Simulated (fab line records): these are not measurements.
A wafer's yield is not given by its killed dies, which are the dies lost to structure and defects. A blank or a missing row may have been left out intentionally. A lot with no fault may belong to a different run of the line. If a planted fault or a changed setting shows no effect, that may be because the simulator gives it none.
Comparing a struck lot with a sound one    flow sky130    16 steps out of a route of 708
Sound: wafers L180.3, L180.5, L180.6. The struck wafers were L172.2, L172.3, L172.6. The cause is given at the end.
Per side, at each step with rows, come the tool, then ch with its chambers, and then its first start. Under that, the readings that differ: sound wafers    struck wafers    difference of the means    sigmas: that difference in standard deviations of wafers without a fault.
alike: words and numbers the same on both sides, and readings whose means are apart by under 2 such deviations; not compared: readings that were withheld, readings missing a value for some wafer, numbers with overlapping values and no deviation given by the record, and bounds like >300 which may hide the same value.
A row with sigmas, a row that says differs or no value, or rows on one side alone: a step with any of these is where the two part. Non-overlapping numbers with no deviation appear without sigmas and do not part them. Lack of a reading on every wafer of one side parts them only where that side has two or more wafers.

first, 4 steps without rows for these wafers: SKY_LDD_N_IMPLANT_12; SKY_LDD_N_IMPLANT_13; SKY_LDD_N_IMPLANT_14; SKY_LDD_N_IMPLANT_15.
SKY_LDD_N_STRIP_16: strips in O2/N2.
  sound on plasma-asher-04 ch 0,1, day 24 23:46; struck on plasma-asher-01 ch 0,1, day 22 03:47
  alike: drypump-motor-current-A, oes-product-au, strip-time-to-endpoint-s
  not compared: rf-hours-counter-h
SKY_LDD_N_TW_MEAS_17:
  sound on film-metro-01 at day 24 23:52; struck on film-metro-01 at day 22 03:54
  alike: LDD_N_TW
then, 6 steps without rows for these wafers: SKY_LDD_P_DEHYDRATE_00 (time 60 s); SKY_LDD_P_HMDS_01 (prime time 60 s); SKY_LDD_P_COAT_02 (resist thk 1140 nm); SKY_LDD_P_SOFTBAKE_03 (time 60 s); SKY_LDD_P_EXPOSE_04 (exposes mask PSDM, target cd 380 nm); SKY_LDD_P_PEB_05.
SKY_LDD_P_DEVELOP_06: develop time 60 s.
  sound on litho-track-04 ch 0, day 26 05:10; struck on litho-track-04 ch 0, day 23 09:56
SKY_LDD_P_CD_MEAS_07: target cd 380 nm.
  sound on cd-sem-02 at day 26 05:18; struck on cd-sem-01 at day 23 10:05
reading     sound              struck             difference  sigmas
cd-nm (nm)  380.7 381.9 379.2  391.8 389.5 390.4  +10.0       +4
SKY_LDD_P_OVL_MEAS_08:
  sound on overlay-01 at day 26 05:23; struck on overlay-02 at day 23 10:11
  alike: LDD_P_OVL
following that, these wafers have no rows for 1 step: SKY_PAD_OPEN_PROBE_99.

## WHERE THEY PART
Only at SKY_LDD_P_CD_MEAS_07, within this record. Later steps at which nothing parts them and some readings are alike: SKY_LDD_P_OVL_MEAS_08.

WHY: the cause the simulator had injected
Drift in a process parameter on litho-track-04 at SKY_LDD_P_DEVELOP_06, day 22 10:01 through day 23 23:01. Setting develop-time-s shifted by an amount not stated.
